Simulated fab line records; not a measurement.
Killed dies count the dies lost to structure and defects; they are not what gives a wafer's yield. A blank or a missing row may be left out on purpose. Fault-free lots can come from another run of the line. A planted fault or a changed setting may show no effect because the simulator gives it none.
Which of the tools did it? | flow sky130 | 33 wafers from 12 lots sampled at 4 of the route's 708 steps

## WHAT THE GAUGES SHOWED, per wafer
SKY_CAPM_RS_MEAS_03: measures by four-point-probe.
lot  | measured     | on            | CAPM_TIN_RS (ohm/sq)
L471 | day 37 02:59 | film metro-04 | 6.80 6.79 6.79
L473 | day 37 11:16 | film metro-03 | 6.67 6.80 6.84
L472 | day 37 15:41 | film metro-03 | 6.58 6.58 6.53
L474 | day 37 19:42 | film metro-04 | 6.83 6.75 6.75
L475 | day 38 04:33 | film metro-03 | 6.60 6.59 6.65
L476 | day 38 07:52 | film metro-04 | 6.70 6.73 6.72
L477 | day 38 11:53 | film metro-04 | 6.72 6.70
L478 | day 39 02:40 | film metro-04 | 6.74 6.70 6.72
L479 | day 39 12:07 | film metro-03 | 6.81 6.87
L482 | day 39 21:08 | film metro-02 | 6.75 6.75 6.83
L492 | day 43 00:26 | film metro-04 | 6.70 6.66 6.69
L494 | day 43 06:22 | film metro-04 | 6.77 6.71

SKY_CAPM_OVL_MEAS_12.
lot  | measured     | on         | CAPM_OVL (nm)
L471 | day 38 04:47 | overlay-02 | 0.8 0.3 -0.7
L473 | day 38 12:38 | overlay-01 | -2.2 -3.8 -2.2
L472 | day 38 17:10 | overlay-02 | 1.9 1.2 1.8
L474 | day 38 20:55 | overlay-02 | 1.7 1.6 0.0
L475 | day 39 05:34 | overlay-02 | -2.1 0.3 -2.3
L476 | day 39 09:26 | overlay-01 | -0.4 -1.2 -2.1
L477 | day 39 13:17 | overlay-02 | -1.6 -3.2
L478 | day 40 03:20 | overlay-02 | -4.0 -2.8 -5.0
L479 | day 40 12:59 | overlay-01 | 0.0 -0.4
L482 | day 40 21:17 | overlay-01 | -1.7 1.2 1.8
L492 | day 43 23:14 | overlay-01 | -2.4 -0.2 1.1
L494 | day 44 04:47 | overlay-01 | 2.0 1.2

SKY_CAP2M_RS_MEAS_03: measures by four-point-probe.
lot  | measured     | on            | CAP2M_TIN_RS (ohm/sq)
L471 | day 40 10:50 | film metro-01 | 7.00 6.90 6.91
L473 | day 40 19:43 | film metro-03 | 6.91 6.92 6.92
L472 | day 40 23:17 | film metro-03 | 6.83 6.80 6.85
L474 | day 41 03:20 | film metro-01 | 6.90 6.79 6.85
L475 | day 41 10:14 | film metro-03 | 7.06 7.00 7.04
L476 | day 41 14:20 | film metro-03 | 6.88 7.04 6.98
L477 | day 41 18:07 | film metro-01 | 6.94 6.98
L478 | day 42 07:48 | film metro-04 | 6.93 6.96 6.93
L479 | day 42 16:14 | film metro-04 | 6.84 7.00
L482 | day 43 01:23 | film metro-03 | 7.04 6.99 7.01
L492 | day 45 22:50 | film metro-04 | 6.77 6.81 6.82
L494 | day 46 03:46 | film metro-01 | 6.94 6.89

## EACH LOT AND THE TOOL THAT RAN IT (in order: tool; ch and the chambers of the sampled wafers; start)
lot  | SKY_METAL4_SPUTTER_04
L471 | pvd sputter-03, day 40 10:35
L473 | pvd sputter-03, day 40 19:29
L472 | pvd sputter-04, day 40 23:02
L474 | pvd sputter-01, day 41 03:03
L475 | pvd sputter-04, day 41 09:58
L476 | pvd sputter-03, day 41 14:06
L477 | pvd sputter-03, day 41 17:52
L478 | pvd sputter-03, day 42 07:34
L479 | pvd sputter-04, day 42 15:59
L482 | pvd sputter-03, day 43 01:07
L492 | pvd sputter-04, day 45 22:36
L494 | pvd sputter-01, day 46 03:26
- SKY_METAL4_SPUTTER_04: material TiN, target thk 70 nm, time 58.3 s.

## WHAT THE TOOLS THEMSELVES READ (means of the sampled wafers that have a number; where no wafer has one, the mark that the record gives instead)
SKY_METAL4_SPUTTER_04.
lot  | tool           | throttle valve pct (%)
L471 | pvd sputter-03 | 28.8
L473 | pvd sputter-03 | 28.1
L472 | pvd sputter-04 | 30.1
L474 | pvd sputter-01 | 29.5
L475 | pvd sputter-04 | 30.8
L476 | pvd sputter-03 | 29.7
L477 | pvd sputter-03 | 28.6
L478 | pvd sputter-03 | 30.4
L479 | pvd sputter-04 | 30.4
L482 | pvd sputter-03 | 31.1
L492 | pvd sputter-04 | 29.9
L494 | pvd sputter-01 | 29.8

## THE ANSWER, worked out from the rows above alone
Rule: the lots themselves supply what counts as usual. The widest of any qualifying gaps counts: lots, ordered by their means at a reading, are off when they make up no more than a third of the lots, leave a main group of 4 or more, and stand apart from it by 3 or more times the standard deviation of that group's means. A main group whose means are all the same, to the digits that the tables above print for the reading, isn't used. A lot without any number at a reading at which 4 lots or more have one is off too. The other lots that the step has rows for count as sound. Order of review: gauges by route order, followed by the tools' own readings, for which a lot's mean as printed above is used. The first step at which some lot is off is used, and at that step the reading that is off furthest; a lot without a number counts as furthest.
None of the lots is off at any reading shown; this tells nothing.

## WHAT THE SIMULATOR HAD PUT IN
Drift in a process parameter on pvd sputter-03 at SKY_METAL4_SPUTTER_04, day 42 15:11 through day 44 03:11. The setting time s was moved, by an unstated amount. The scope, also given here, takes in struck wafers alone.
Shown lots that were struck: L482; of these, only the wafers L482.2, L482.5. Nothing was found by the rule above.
